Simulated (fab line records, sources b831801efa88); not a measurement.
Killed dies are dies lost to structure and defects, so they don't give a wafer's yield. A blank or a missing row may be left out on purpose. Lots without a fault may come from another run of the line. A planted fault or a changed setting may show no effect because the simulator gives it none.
A struck lot beside a sound one | flow sky130 | 21 steps out of a route of 708
Sound: wafers L998.1, L998.2, L998.4. Struck: wafers L112.1, L112.2, L112.5. The cause comes at the end.
At each step with rows: each side's tool, then ch and its chambers, then its first start. Under that, the readings that differ: sound wafers | struck wafers | difference of the means | sigmas: that difference in standard deviations of wafers without a fault.
alike: readings whose means differ by less than 2 such deviations, and words and numbers that are the same on both sides. not compared: withheld readings, readings that some wafer has no value for, bounds like >300 that may hide the same value, and numbers for which the record gives no deviation and whose values overlap.
The two part at a step that has a row with sigmas, a row that says differs or no value, or rows on one side only. Numbers that don't overlap but have no deviation are shown without sigmas and don't part them. A reading that every wafer of one side lacks parts them only if that side has two wafers or more.

SKY_POLY_GATE_CD_MEAS_22:
  sound on cd_sem-02, day 15 22:26; struck on cd_sem-01, day 21 13:31
  alike: cd_nm
then, 7 steps without rows for these wafers: SKY_LDD_N_DEHYDRATE_00 (time 60 s); SKY_LDD_N_HMDS_01 (prime time 60 s); SKY_LDD_N_COAT_02 (resist thk 300 nm); SKY_LDD_N_SOFTBAKE_03 (time 60 s); SKY_LDD_N_EXPOSE_04 (exposes mask NTM, target cd 840 nm); SKY_LDD_N_PEB_05; SKY_LDD_N_DEVELOP_06 (develop time 60 s).
SKY_LDD_N_OVL_MEAS_07:
  sound on overlay-01, day 17 02:37; struck on overlay-02, day 22 20:04
  alike: LDD_N_OVL
then, 3 steps without rows for these wafers: SKY_LDD_N_IMPLANT_08; SKY_LDD_N_IMPLANT_09; SKY_LDD_N_IMPLANT_10.
SKY_LDD_N_IMPLANT_11:
  sound on implanter-02 ch 0, day 17 03:05; struck on implanter-04 ch 0, day 22 20:34
  reading            | sound                         | struck                           | difference  | sigmas
  beam_on_s (s)      | 10.13 9.93 9.70               | 13.14 13.88 13.57                | +3.61       | +19
  dose_ions_cm2      | 7.499e+13 7.502e+13 7.507e+13 | 1.1653e+14 1.1655e+14 1.1644e+14 | +4.1480e+13 | +99 or more
  faraday_current_uA | 418 426 436                   | 497 475 484                      | +59         | +8
then, 4 steps without rows for these wafers: SKY_LDD_N_IMPLANT_12; SKY_LDD_N_IMPLANT_13; SKY_LDD_N_IMPLANT_14; SKY_LDD_N_IMPLANT_15.
SKY_LDD_N_STRIP_16: strips in O2/N2.
  sound on plasma_asher-02 ch 0,1, day 17 03:50; struck on plasma_asher-02 ch 0,1, day 22 21:19
  reading                      | sound             | struck            | difference | sigmas
  strip_time_to_endpoint_s (s) | 4.303 4.317 4.312 | 4.430 4.452 4.414 | +0.121     | +7
  alike: drypump_motor_current_A, n2_flow_sccm, oes_product_au
  not compared: rf_hours_counter_h
SKY_LDD_N_TW_MEAS_17:
  sound on film_metro-03, day 17 03:56; struck on film_metro-02, day 22 21:25
  reading  | sound          | struck         | difference | sigmas
  LDD_N_TW | 2588 2574 2578 | 2632 2623 2642 | +52        | +5
then, 1 step without rows for these wafers: SKY_LDD_P_DEHYDRATE_00 (time 60 s).
-- the record jumps here: 26 days lie between the struck wafers' starts before and after (it left off in module LDD_P and takes up again in module PAD_OPEN, whose first step shown is number 708 of the route) --
SKY_PAD_OPEN_PROBE_99:
  sound on prober-02, day 45 06:23; struck on prober-01, day 48 22:30
  reading                     | sound           | struck            | difference | sigmas
  model.etest.tip_n.rs_ohm_sq | 443.9 443.8 442 | 411.9 413.5 410.7 | -31.2      |
  alike: killed_at_M0_to_M3, killed_at_M4_up, killed_at_contacts, killed_at_front_end, killed_at_other, killed_dies, killed_open, killed_short

WHERE THEY PART
First at SKY_LDD_N_IMPLANT_11; last, within this record, at SKY_LDD_N_TW_MEAS_17. Later steps at which nothing parts them and some readings are alike: SKY_PAD_OPEN_PROBE_99.

WHY: what the simulator had put in
Process parameter drift: implanter-04, from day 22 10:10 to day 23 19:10, at SKY_LDD_N_IMPLANT_11. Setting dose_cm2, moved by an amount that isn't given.
